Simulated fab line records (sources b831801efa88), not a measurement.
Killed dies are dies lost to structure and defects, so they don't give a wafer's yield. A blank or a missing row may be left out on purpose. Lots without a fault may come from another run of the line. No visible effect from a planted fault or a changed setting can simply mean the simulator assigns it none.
Which tool did it? + flow gf180mcu + 18 wafers from 6 lots sampled at 3 of the route's 602 steps

## WHAT THE GAUGES SHOWED, per wafer
GF_HV_LDD_CD_MEAS_07: target cd 400 nm.
| lot  | measured     | on        | cd_nm (nm)        |
|------|--------------|-----------|-------------------|
| L140 | day 10 06:13 | cd_sem-02 | 396.4 394.6 395.5 |
| L144 | day 11 19:39 | cd_sem-02 | 397.8 398.1 399.0 |
| L147 | day 12 13:42 | cd_sem-01 | 399.5 400.0 398.3 |
| L154 | day 14 18:53 | cd_sem-02 | 396.9 397.0 397.6 |
| L157 | day 15 17:42 | cd_sem-01 | 420.0 421.4 419.9 |
| L160 | day 16 12:11 | cd_sem-02 | 399.8 401.8 400.4 |

## TOOL THAT RAN EACH LOT (tool first, then ch and the chambers of the sampled wafers, then the start)
| lot  | GF_POLY_GATE_ETCH_13             | GF_HV_LDD_DEVELOP_06              |
|------|----------------------------------|-----------------------------------|
| L140 | rie_si-02 ch 0,1,3, day 9 11:06  | litho_track-04 ch 0, day 10 06:05 |
| L144 | rie_si-01 ch 0,1,2, day 10 22:56 | litho_track-02 ch 0, day 11 19:31 |
| L147 | rie_si-01 ch 1,2, day 11 16:58   | litho_track-04 ch 0, day 12 13:33 |
| L154 | rie_si-02 ch 0,1,3, day 13 18:11 | litho_track-02 ch 0, day 14 17:11 |
| L157 | rie_si-01 ch 0,3, day 14 18:20   | litho_track-02 ch 0, day 15 17:34 |
| L160 | rie_si-02 ch 0,1,2, day 15 12:34 | litho_track-03 ch 0, day 16 12:02 |
- GF_POLY_GATE_ETCH_13: etches poly-Si in HBr/Cl2, stops on SiO2, target depth 198.5 nm, time 69.6 s.
- GF_HV_LDD_DEVELOP_06: develop time 60 s.

## THE ANSWER, worked out from the rows above alone
Rule: the lots themselves supply what counts as usual. Put in order of their means at a reading, lots are off if they are a third of the lots or fewer, leave a main group of 4 or more, and stand apart from it by a gap of 3 or more times the standard deviation of the main group's means; of several such gaps the widest counts. A main group whose means are all the same, to the digits that the tables above print for the reading, isn't used. Also off: a lot with no number at a reading for which 4 or more lots have one. Any other lot the step has rows for is counted as sound.
Off: L157, at GF_HV_LDD_CD_MEAS_07 (cd_nm). Main group: mean 398.2 nm, sd 1.8.
If a tool, at a process step before that reading, ran all the lots that are off and no sound lot after the first of them, it fits. Those tools and the gauges at GF_HV_LDD_CD_MEAS_07 are tried in the same way. Can't be told from this: 3 tools fit, rie_si-01 at GF_POLY_GATE_ETCH_13, litho_track-02 at GF_HV_LDD_DEVELOP_06, cd_sem-01 at GF_HV_LDD_CD_MEAS_07.

## WHAT THE SIMULATOR HAD PUT IN
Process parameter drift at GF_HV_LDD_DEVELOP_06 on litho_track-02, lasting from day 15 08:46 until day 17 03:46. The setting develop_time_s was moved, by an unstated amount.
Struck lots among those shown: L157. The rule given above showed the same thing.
